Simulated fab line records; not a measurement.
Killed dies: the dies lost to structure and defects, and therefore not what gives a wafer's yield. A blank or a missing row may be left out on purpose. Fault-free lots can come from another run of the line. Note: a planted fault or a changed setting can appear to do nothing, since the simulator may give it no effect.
Which of the tools did it? / flow gf180mcu / 6 lots, 18 wafers sampled, at 2 steps of a route of 602

## WHAT THE GAUGES READ, wafer by wafer
GF_HV_LDD_CD_MEAS_07: target cd 400 nm.
lot=L499; measured=day 10 05:18; on=cd-sem-01; cd-nm (nm)=398.3 397.6 397.6
lot=L502; measured=day 11 09:56; on=cd-sem-01; cd-nm (nm)=401.0 400.5 399.3
lot=L504; measured=day 11 22:00; on=cd-sem-02; cd-nm (nm)=400.3 400.9 399.8
lot=L506; measured=day 12 12:38; on=cd-sem-02; cd-nm (nm)=400.1 396.6 399.7
lot=L512; measured=day 14 07:20; on=cd-sem-01; cd-nm (nm)=400.4 380.4 381.0
lot=L517; measured=day 15 20:07; on=cd-sem-01; cd-nm (nm)=404.1 404.9 405.1

## TOOL THAT RAN EACH LOT (tool first, then ch and the chambers of the sampled wafers, then the start)
lot=L499; GF_HV_LDD_DEVELOP_06=litho-track-02 ch 0, day 10 05:10
lot=L502; GF_HV_LDD_DEVELOP_06=litho-track-04 ch 0, day 11 09:47
lot=L504; GF_HV_LDD_DEVELOP_06=litho-track-04 ch 0, day 11 21:51
lot=L506; GF_HV_LDD_DEVELOP_06=litho-track-01 ch 0, day 12 12:29
lot=L512; GF_HV_LDD_DEVELOP_06=litho-track-04 ch 0, day 14 07:11
lot=L517; GF_HV_LDD_DEVELOP_06=litho-track-02 ch 0, day 15 19:59
- GF_HV_LDD_DEVELOP_06: develop time 60 s.

## THE ANSWER, worked out from the rows above alone
Rule: what is usual is taken from the lots themselves. Put in order of their means at a reading, lots are off if they are a third of the lots or fewer, leave a main group of 4 or more, and stand apart from it by a gap of 3 or more times the standard deviation of the main group's means; of several such gaps the widest counts. The tables above print the reading to a certain number of digits; a main group whose means all agree to those digits is not used. A lot without any number at a reading at which 4 lots or more have one is off too. The other lots that the step has rows for count as sound.
Off: L512, at GF_HV_LDD_CD_MEAS_07 (cd-nm). For the main group the mean is 400.4 nm and the standard deviation 2.4.
A tool fits if, at a process step before that reading, it ran every lot that is off, and no sound lot after the first of them. Gauges at GF_HV_LDD_CD_MEAS_07: tried the same way as those tools. One fits: GF_HV_LDD_DEVELOP_06 on litho-track-04. A fault onset in the window from L504 (day 11 21:51, its last sound lot) to L512 (day 14 07:11, its first lot off) fits.

## WHAT THE SIMULATOR PUT IN
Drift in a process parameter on litho-track-04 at GF_HV_LDD_DEVELOP_06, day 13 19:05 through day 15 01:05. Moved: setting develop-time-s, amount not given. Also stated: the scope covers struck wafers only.
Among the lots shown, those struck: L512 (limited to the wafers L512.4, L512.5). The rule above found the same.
